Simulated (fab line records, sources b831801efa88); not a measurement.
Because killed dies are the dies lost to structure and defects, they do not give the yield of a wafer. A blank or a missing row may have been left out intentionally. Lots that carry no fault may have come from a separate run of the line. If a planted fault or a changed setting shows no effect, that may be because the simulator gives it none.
What tool caused it? | flow sky130 | 24 lots with 72 wafers sampled at 4 steps, on a route of 708 steps

## WHAT THE GAUGES READ, wafer by wafer
SKY_VT_ADJUST_PCH_OVL_MEAS_07. Usual: for VT_ADJUST_PCH_OVL the level is -1.0 nm and the standard deviation is 1.5.
lot  | measured     | on         | VT_ADJUST_PCH_OVL (nm) | flag
L074 | day 10 16:06 | overlay-01 | -0.3 -2.5 -2.3         |
L075 | day 10 18:09 | overlay-02 | 0.4 0.1 -0.6           |
L076 | day 11 02:00 | overlay-01 | 0.0 2.7 1.2            |
L077 | day 11 11:35 | overlay-02 | -1.3 -1.3 -0.6         |
L078 | day 11 19:05 | overlay-01 | -2.1 -5.6 -3.5         |
L079 | day 12 02:52 | overlay-01 | -0.8 -0.8 -3.5         |
L080 | day 12 10:00 | overlay-01 | -2.6 -2.3 -2.1         |
L081 | day 12 20:30 | overlay-01 | -2.0 0.6 -1.1          |
L082 | day 13 01:51 | overlay-01 | 0.0 -2.1 0.0           |
L083 | day 13 05:27 | overlay-02 | 1.1 -0.6 -0.8          |
L084 | day 13 13:49 | overlay-02 | -2.5 -1.4 -2.7         |
L085 | day 13 22:47 | overlay-01 | -0.3 0.6 -1.1          |
L086 | day 14 05:12 | overlay-01 | -2.8 0.1 -0.6          |
L087 | day 14 15:57 | overlay-01 | -1.9 -2.4 -2.6         |
L088 | day 14 23:56 | overlay-01 | 1.0 0.6 2.3            |
L089 | day 15 02:18 | overlay-01 | -2.4 -2.3 -2.3         |
L090 | day 15 10:04 | overlay-02 | -0.8 -1.9 -0.3         |
L091 | day 15 16:54 | overlay-02 | -0.7 1.5 0.7           |
L092 | day 16 01:39 | overlay-02 | -1.5 -1.1 0.3          |
L093 | day 16 14:57 | overlay-02 | -1.3 3.3 -1.5          |
L094 | day 16 19:27 | overlay-01 | -1.0 -0.6 -3.1         |
L095 | day 17 06:30 | overlay-02 | -1.7 -1.6 -2.7         |
L096 | day 17 11:01 | overlay-01 | -1.7 -0.9 -1.0         |
L097 | day 17 21:17 | overlay-01 | -0.4 -1.5 -0.6         |

SKY_VIA3_CD_MEAS_12: target cd 200 nm. Usual: cd nm reads 199.7 nm (standard deviation 1.2).
lot  | measured     | on        | cd nm (nm)        | flag
L074 | day 40 00:21 | cd sem-02 | 202.4 201.7 200.5 |
L075 | day 40 02:19 | cd sem-01 | 200.3 199.8 199.3 |
L076 | day 40 13:32 | cd sem-01 | 200.4 199.8 200.1 |
L077 | day 40 20:13 | cd sem-01 | 197.0 198.7 199.1 |
L078 | day 40 23:45 | cd sem-02 | 198.5 197.8 197.5 |
L079 | day 41 21:29 | cd sem-02 | 200.2 198.9 200.1 |
L080 | day 42 00:59 | cd sem-02 | 200.3 198.3 200.4 |
L081 | day 42 03:31 | cd sem-02 | 200.0 200.8 200.4 |
L082 | day 42 12:24 | cd sem-01 | 199.0 199.0 198.9 |
L083 | day 42 19:12 | cd sem-02 | 201.6 200.9 202.0 |
L084 | day 42 21:55 | cd sem-01 | 200.8 199.1 199.7 |
L085 | day 43 01:17 | cd sem-02 | 199.6 200.9 201.6 |
L086 | day 43 09:00 | cd sem-01 | 197.9 198.2 198.6 |
L087 | day 43 15:31 | cd sem-02 | 199.6 198.7 197.5 |
L088 | day 44 02:43 | cd sem-01 | 200.1 197.5 199.4 |
L089 | day 44 04:05 | cd sem-02 | 199.6 201.2 198.6 |
L090 | day 44 05:07 | cd sem-01 | 200.3 200.5 198.5 |
L091 | day 44 12:33 | cd sem-01 | 200.3 198.0 198.6 |
L092 | day 45 01:09 | cd sem-01 | 199.8 200.7 200.0 |
L093 | day 45 11:32 | cd sem-02 | 200.0 199.7 199.5 |
L094 | day 45 09:34 | cd sem-01 | 202.6 200.8 200.9 |
L095 | day 45 22:19 | cd sem-02 | 199.8 201.0 198.1 |
L096 | day 46 00:41 | cd sem-01 | 200.1 199.0 200.1 |
L097 | day 46 05:30 | cd sem-01 | 199.5 200.3 197.7 |

## EACH LOT AND THE TOOL THAT RAN IT (in order: tool; ch and the chambers of the sampled wafers; start)
lot  | SKY_VIA2_ETCH_15                   | SKY_METAL3_SPUTTER_00
L074 | rie diel-04 ch 0,1,3, day 36 14:59 | pvd sputter-03, day 36 16:39
L075 | rie diel-04 ch 0,1,3, day 36 17:14 | pvd sputter-01, day 36 18:39
L076 | rie diel-03 ch 0,2, day 37 05:08   | pvd sputter-04, day 37 06:29
L077 | rie diel-01 ch 0,2, day 37 13:20   | pvd sputter-01, day 37 14:41
L078 | rie diel-04 ch 0,3, day 37 16:50   | pvd sputter-01, day 37 18:12
L079 | rie diel-01 ch 1,2, day 38 17:02   | pvd sputter-03, day 38 18:26
L080 | rie diel-04 ch 0,2,3, day 38 19:50 | pvd sputter-03, day 38 21:12
L081 | rie diel-01 ch 1,2,3, day 38 21:23 | pvd sputter-04, day 38 22:54
L082 | rie diel-03 ch 1,2, day 39 07:10   | pvd sputter-03, day 39 08:43
L083 | rie diel-04 ch 0,1,2, day 39 14:44 | pvd sputter-03, day 39 16:08
L084 | rie diel-04 ch 1,2,3, day 39 18:26 | pvd sputter-04, day 39 19:47
L085 | rie diel-01 ch 1,2,3, day 39 21:53 | pvd sputter-04, day 39 23:13
L086 | rie diel-04 ch 0,1,3, day 40 05:53 | pvd sputter-03, day 40 07:18
L087 | rie diel-01 ch 2,3, day 40 12:35   | pvd sputter-01, day 40 13:55
L088 | rie diel-04 ch 1,2,3, day 41 00:50 | pvd sputter-03, day 41 02:31
L089 | rie diel-03 ch 0,3, day 41 01:53   | pvd sputter-03, day 41 03:13
L090 | rie diel-04 ch 2,3, day 41 02:14   | pvd sputter-01, day 41 03:37
L091 | rie diel-01 ch 0,3, day 41 10:23   | pvd sputter-01, day 41 11:45
L092 | rie diel-04 ch 0,1,2, day 42 00:14 | pvd sputter-01, day 42 01:38
L093 | rie diel-01 ch 0,1,2, day 42 11:23 | pvd sputter-03, day 42 12:45
L094 | rie diel-03 ch 0,2,3, day 42 10:42 | pvd sputter-01, day 42 12:03
L095 | rie diel-03 ch 0,2,3, day 42 22:14 | pvd sputter-01, day 43 00:31
L096 | rie diel-03 ch 1,2,3, day 43 00:51 | pvd sputter-01, day 43 02:11
L097 | rie diel-04 ch 0,1,2, day 43 07:41 | pvd sputter-03, day 43 09:01
- SKY_VIA2_ETCH_15: etches SiO2 in C4F8/O2/Ar, stops on TiN, target depth 546 nm, time 84 s.
- SKY_METAL3_SPUTTER_00: material Ti, target thk 15 nm, time 10 s.

## WHAT THE TOOLS THEMSELVES READ (means of the sampled wafers that have a number; where no wafer has one, the mark that the record gives instead)
SKY_VIA2_ETCH_15. Usual: oes product au reads 0.940 a.u. (standard deviation 0.0042).
lot  | tool        | oes product au (a.u.) | flag
L074 | rie diel-04 | 0.941                 |
L075 | rie diel-04 | 0.937                 |
L076 | rie diel-03 | 0.945                 |
L077 | rie diel-01 | 0.938                 |
L078 | rie diel-04 | 0.944                 |
L079 | rie diel-01 | 0.941                 |
L080 | rie diel-04 | 0.943                 |
L081 | rie diel-01 | 0.939                 |
L082 | rie diel-03 | 0.939                 |
L083 | rie diel-04 | 0.941                 |
L084 | rie diel-04 | 0.937                 |
L085 | rie diel-01 | 0.935                 |
L086 | rie diel-04 | 0.940                 |
L087 | rie diel-01 | 0.941                 |
L088 | rie diel-04 | 0.944                 |
L089 | rie diel-03 | 0.940                 |
L090 | rie diel-04 | 0.936                 |
L091 | rie diel-01 | 0.941                 |
L092 | rie diel-04 | 0.940                 |
L093 | rie diel-01 | 0.942                 |
L094 | rie diel-03 | 0.940                 |
L095 | rie diel-03 | 0.938                 |
L096 | rie diel-03 | 0.935                 |
L097 | rie diel-04 | 0.943                 |

SKY_METAL3_SPUTTER_00. Usual: cathode dc power W 3000.0 W, standard deviation 0.53; throttle valve pct 29.8 %, standard deviation 1.
lot  | tool           | cathode dc power W (W) | throttle valve pct (%) | flag
L074 | pvd sputter-03 | 2999.9                 | 29.2                   |
L075 | pvd sputter-01 | 3000.5                 | 30.6                   |
L076 | pvd sputter-04 | 2999.9                 | 30.5                   |
L077 | pvd sputter-01 | 2999.4                 | 30.0                   |
L078 | pvd sputter-01 | 3000.5                 | 30.4                   |
L079 | pvd sputter-03 | 2999.6                 | 29.5                   |
L080 | pvd sputter-03 | 2999.9                 | 29.6                   |
L081 | pvd sputter-04 | 2999.8                 | 29.8                   |
L082 | pvd sputter-03 | 2999.6                 | 29.0                   |
L083 | pvd sputter-03 | 3000.4                 | 29.5                   |
L084 | pvd sputter-04 | 2999.9                 | 29.9                   |
L085 | pvd sputter-04 | 3000.3                 | 29.9                   |
L086 | pvd sputter-03 | 2999.4                 | 30.3                   |
L087 | pvd sputter-01 | 2999.8                 | 29.8                   |
L088 | pvd sputter-03 | 3000.4                 | 28.7                   |
L089 | pvd sputter-03 | 2999.8                 | 29.2                   |
L090 | pvd sputter-01 | 3000.2                 | 29.8                   |
L091 | pvd sputter-01 | 2999.5                 | 31.0                   |
L092 | pvd sputter-01 | 3000.0                 | 29.2                   |
L093 | pvd sputter-03 | 3000.3                 | 28.9                   |
L094 | pvd sputter-01 | 2999.6                 | 29.2                   |
L095 | pvd sputter-01 | 3000.2                 | 30.4                   |
L096 | pvd sputter-01 | 2999.5                 | 29.3                   |
L097 | pvd sputter-03 | 3000.5                 | 29.3                   |

## THE ANSWER, worked out from the rows above alone
Rule: lot off if the mean of its wafers having a number is beyond 3 standard deviations from the usual mean. A lot without any number at a reading at which 4 lots or more have one is off too. All remaining lots with rows at the step are treated as sound. After the gauges, taken in route order, come the tools' own readings; for these a lot's mean is taken, as printed above. At the first step where some lot is off, the reading lying furthest off is the one used; lots without a number count as furthest.
No lot is off on any of the readings shown, so nothing can be concluded from this.

## WHAT THE SIMULATOR HAD INSERTED
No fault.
